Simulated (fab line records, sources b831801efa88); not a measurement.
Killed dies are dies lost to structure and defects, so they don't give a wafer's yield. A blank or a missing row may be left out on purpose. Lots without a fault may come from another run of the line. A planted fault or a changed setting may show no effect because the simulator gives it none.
Which tool did it? | flow gf180mcu | 13 lots, 39 wafers sampled, at 2 steps of a route of 602

WHAT THE GAUGES READ, wafer by wafer
GF_SALICIDE_THK_MEAS_05: measures by xrf. Usual: SALICIDE_TIN_THK 19.88 nm, standard deviation 0.28.
lot  | measured     | on            | SALICIDE_TIN_THK (nm) | flag
L293 | day 15 09:05 | film_metro-04 | 19.53 19.63 19.89     |
L295 | day 16 00:46 | film_metro-02 | 19.65 19.87 19.75     |
L296 | day 16 05:59 | film_metro-01 | 19.92 19.59 19.71     |
L297 | day 16 10:26 | film_metro-02 | 19.42 19.52 19.59     |
L298 | day 16 19:10 | film_metro-02 | 19.92 19.60 19.94     |
L299 | day 17 04:07 | film_metro-02 | 19.54 19.98 19.80     |
L300 | day 17 16:04 | film_metro-01 | 20.02 20.07 19.96     |
L301 | day 18 03:07 | film_metro-01 | 19.56 19.57 19.74     |
L312 | day 22 01:05 | film_metro-02 | 20.14 20.25 19.92     |
L313 | day 22 04:14 | film_metro-02 | 20.03 20.04 19.88     |
L314 | day 22 14:34 | film_metro-01 | 20.29 20.23 20.31     |
L315 | day 22 20:11 | film_metro-04 | 20.45 20.57 20.37     |
L316 | day 23 03:29 | film_metro-04 | 19.35 19.71 19.70     |

WHICH TOOL RAN EACH LOT (tool, then ch and the chambers of the sampled wafers, then the start)
lot  | GF_SAB_ETCH_11
L293 | rie_diel-01 ch 0,3, day 15 08:32
L295 | rie_diel-01 ch 1,3, day 16 00:15
L296 | rie_diel-03 ch 0,1,2, day 16 05:27
L297 | rie_diel-01 ch 0,2,3, day 16 09:53
L298 | rie_diel-01 ch 0,2,3, day 16 18:38
L299 | rie_diel-04 ch 0,1,2, day 17 03:36
L300 | rie_diel-03 ch 0,3, day 17 15:33
L301 | rie_diel-03 ch 0,1,3, day 18 02:33
L312 | rie_diel-04 ch 1,3, day 22 00:26
L313 | rie_diel-01 ch 1,2,3, day 22 03:42
L314 | rie_diel-04 ch 1,2,3, day 22 14:02
L315 | rie_diel-03 ch 1,2, day 22 19:29
L316 | rie_diel-01 ch 0,2,3, day 23 02:53
- GF_SAB_ETCH_11: etches SiO2 in C4F8/O2/Ar, target depth 55 nm, time 8.5 s.

WHAT THE TOOLS THEMSELVES READ (means of the sampled wafers that have a number; where no wafer has one, the mark that the record gives instead)
GF_SAB_ETCH_11. Usual: oes_product_au 1.000 a.u., standard deviation 0.0078.
lot  | tool        | oes_product_au (a.u.) | flag
L293 | rie_diel-01 | 0.996                 |
L295 | rie_diel-01 | 1.000                 |
L296 | rie_diel-03 | 1.009                 |
L297 | rie_diel-01 | 1.001                 |
L298 | rie_diel-01 | 1.003                 |
L299 | rie_diel-04 | 0.999                 |
L300 | rie_diel-03 | 1.006                 |
L301 | rie_diel-03 | 1.011                 |
L312 | rie_diel-04 | 1.003                 |
L313 | rie_diel-01 | 0.999                 |
L314 | rie_diel-04 | 0.990                 |
L315 | rie_diel-03 | 1.004                 |
L316 | rie_diel-01 | 1.005                 |

THE ANSWER, worked out from the rows above alone
Rule: a lot is off if the mean of its wafers that have a number lies more than 3 standard deviations from the usual mean. A lot without any number at a reading at which 4 lots or more have one is off too. The other lots that the step has rows for count as sound. The gauges are gone through in route order, then the tools' own readings, and for those a lot's mean is taken as printed above. The first step at which some lot is off is used, and at that step the reading that is off furthest; a lot without a number counts as furthest.
No lot is off at any reading shown: from this, nothing can be told.

WHAT THE SIMULATOR HAD PUT IN
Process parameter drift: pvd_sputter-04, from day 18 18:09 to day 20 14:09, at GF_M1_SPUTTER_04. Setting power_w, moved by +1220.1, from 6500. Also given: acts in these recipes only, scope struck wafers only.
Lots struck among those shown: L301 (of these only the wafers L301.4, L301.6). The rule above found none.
